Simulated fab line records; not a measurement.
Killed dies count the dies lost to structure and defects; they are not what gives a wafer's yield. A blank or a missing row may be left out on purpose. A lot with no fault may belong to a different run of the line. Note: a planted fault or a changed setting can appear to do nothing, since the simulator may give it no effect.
Code-filled problem report in 8D (eight disciplines) form    flow sky130    the parts of the form that need people (team, actions taken, sign-off) are left out

== 1. THE ISSUE ==
Wafers without a fault read 44, standard deviation 7.1; killed_at_M0_to_M3 at SKY_PAD_OPEN_PROBE_99 reads a mean of 87 on 6 wafers belonging to 2 lots. That is +6.0 standard deviations from the usual mean.
Earliest sighting: wafer L319.1 on prober-01 at day 49 10:32. The record has a number at this step for 18 wafers belonging to 6 lots. Rule for "out" (also "out of limits"): further than 4 standard deviations from the usual mean. Any other wafer with a number is counted as sound.

== 2. WHAT THIS IS AND IS NOT ==
question                     is                      is not
which readings at this step  killed_at_M0_to_M3      killed_at_M4_up, killed-at-contacts, killed-at-front-end, killed-short, sort_bin_6_memory
which lots                   L319, L322              L307, L311, L315, L321
which wafers of those lots   all that have a number  -
read on which tools          prober-01, prober-02    -
when                         from day 49 10:32       up to then (9 sound wafers); but 3 sound wafers of L321 came after

== 3. SUSPECTS, AND WHAT RULES EACH OUT ==
Counting: a tool at a process step up to the reading stays a suspect if it ran every lot that is out and no sound lot after the first of them.
- plasma-asher-02 at SKY_METAL2_STRIP_20 (strips in O2/N2): kept. It ran every lot that is out, first L319 (day 39 22:53), and no sound lot after that; its last sound lot up to then is L307 (day 36 19:57).
- cvd-w-01 at SKY_VIA2_CVD_21 (deposits W, target thk 420 nm, time 126.4 s): ruled out as a lasting fault. Following L319 (day 41 01:29), the first lot on it that is out, the sound lots L321 were run on it.
Remaining after the count: plasma-asher-02 at SKY_METAL2_STRIP_20.

== 4. THE CAUSE (what the simulator had put in) ==
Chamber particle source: plasma-asher-02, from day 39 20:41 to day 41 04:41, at SKY_METAL2_STRIP_20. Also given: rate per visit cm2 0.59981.
Only this tool survived the counting.

== 5. SEQUENCE OF EFFECTS, ordered by route ==
Each row: a reading whose mean over the struck wafers that have a number lies more than 3 standard deviations from the usual. Only readings for which the record gives a usual standard deviation are gone through. hours: the time from each lot's start at the first step in this table that gives one to its start at this step, as a median over the lots. sigmas: the change in usual standard deviations.
hours  step                   reading               usual   on struck wafers  change  sigmas
0      SKY_PAD_OPEN_PROBE_99  defect-limited-yield  82.4 %  74.0              -8.4    -4.4
0      SKY_PAD_OPEN_PROBE_99  killed_at_M0_to_M3    44      87                +43     +6.0
0      SKY_PAD_OPEN_PROBE_99  killed-dies           86      128               +42     +4.5
0      SKY_PAD_OPEN_PROBE_99  sort_bin_3_pad_short  0.8 %   2.5               +1.7    +4.2
0      SKY_PAD_OPEN_PROBE_99  sort_bin_5_function   10.3 %  16.9              +6.6    +4.7
0      SKY_PAD_OPEN_PROBE_99  sort-n-pass           406     364               -42     -4.5
0      SKY_PAD_OPEN_PROBE_99  sort-yield-pct        82.4 %  74.0              -8.4    -4.4
Process steps it contains:
- SKY_PAD_OPEN_PROBE_99

== 6. WHAT WOULD HAVE CAUGHT IT SOONER ==
230 hours passed between the start of the fault at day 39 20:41 and the first reading out of limits in this record, taken at day 49 10:32.
Of the tool readings at SKY_METAL2_STRIP_20 for which the record gives a usual standard deviation, none was out on any struck wafer, so an alarm limit of 4 standard deviations on them would not have fired.
By day 49 10:32, every lot that is out (2) had started SKY_METAL2_STRIP_20 on plasma-asher-02. A hold on the tool at that time would have spared none of them.
